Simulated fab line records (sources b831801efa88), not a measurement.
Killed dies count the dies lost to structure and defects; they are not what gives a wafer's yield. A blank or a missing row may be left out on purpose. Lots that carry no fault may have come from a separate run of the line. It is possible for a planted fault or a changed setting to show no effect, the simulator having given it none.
Matching of chambers | flow gf180mcu | 4 sister chambers for GF_V3_CMP_04 on cmp-02
The step polishes SiO2. 22 wafers are shown with their chamber, then 11 later ones without.

WAFERS PAIRED WITH THEIR CHAMBERS
wafer  | chamber | motor current A (A) | time to endpoint s (s)
L856.1 | 2       | 13.6                | 84
L856.2 | 1       | 12.9                | 82
L856.6 | 0       | 11.8                | 92
L857.1 | 1       | 12.7                | 79
L857.2 | 3       | 13.0                | 83
L857.3 | 2       | 14.8                | 85
L858.1 | 3       | 13.4                | 85
L858.2 | 1       | 12.6                | 81
L858.3 | 2       | 13.2                | 73
L859.2 | 3       | 13.7                | 76
L859.3 | 2       | 13.5                | 78
L859.6 | 3       | 13.6                | 80
L860.1 | 0       | 11.9                | 73
L860.2 | 2       | 13.7                | 77
L860.4 | 3       | 12.5                | 77
L867.3 | 0       | 12.1                | 76
L867.4 | 2       | 14.1                | 83
L867.5 | 1       | 13.5                | 80
L868.3 | 1       | 12.3                | 81
L868.4 | 2       | 14.1                | 86
L868.5 | 0       | 11.8                | 91
L870.3 | 0       | 12.2                | 76

SIGNATURES, as means of the wafers listed above
reading            | chamber 0 | chamber 1 | chamber 2 | chamber 3 | scatter within a chamber
motor current A    | 11.960    | 12.800    | 13.857    | 13.240    | 0.445
time to endpoint s | 81.60     | 80.60     | 80.86     | 80.20     | 5.48
Rule: for a wafer and a chamber, the distance is found by dividing, reading by reading, the gap between the wafer's reading and the chamber's mean by the reading's scatter, squaring, summing and taking the root. If the next closest chamber is less than 2 further off than the closest, the wafer can't be placed; otherwise it belongs to the closest. The scatter: take each reading less its chamber's mean, square it, sum over the shown wafers, divide by the number of wafers less the number of chambers, and take the root.

WAFERS WHOSE CHAMBER IS MISSING
wafer  | motor current A (A) | time to endpoint s (s)
L870.5 | 13.1                | 77
L870.6 | 11.8                | 76
L874.2 | 13.2                | 76
L874.3 | 11.8                | 74
L874.4 | 13.7                | 84
L875.2 | 12.7                | 81
L875.4 | 13.9                | 86
L875.6 | 14.6                | 85
L876.3 | 12.5                | 80
L876.5 | 12.3                | 82
L876.6 | 14.2                | 84

WHICH CHAMBER EACH ONE RAN IN
wafer  | from the rows above          | in truth
L870.5 | can't be placed: 3 or 1 or 2 | 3
L870.6 | can't be placed: 0 or 1      | 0
L874.2 | can't be placed: 3 or 1 or 2 | 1
L874.3 | can't be placed: 0 or 1 or 3 | 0
L874.4 | can't be placed: 2 or 3 or 1 | 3
L875.2 | can't be placed: 1 or 3 or 0 | 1
L875.4 | can't be placed: 2 or 3 or 1 | 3
L875.6 | can't be placed: 2 or 3      | 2
L876.3 | can't be placed: 1 or 0 or 3 | 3
L876.5 | can't be placed: 0 or 1 or 3 | 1
L876.6 | can't be placed: 2 or 3      | 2
Correct placement for 0 of the 11. Cannot be placed on the basis of these rows: 11; the candidates contain the true chamber in 11. 0 placed wrongly.
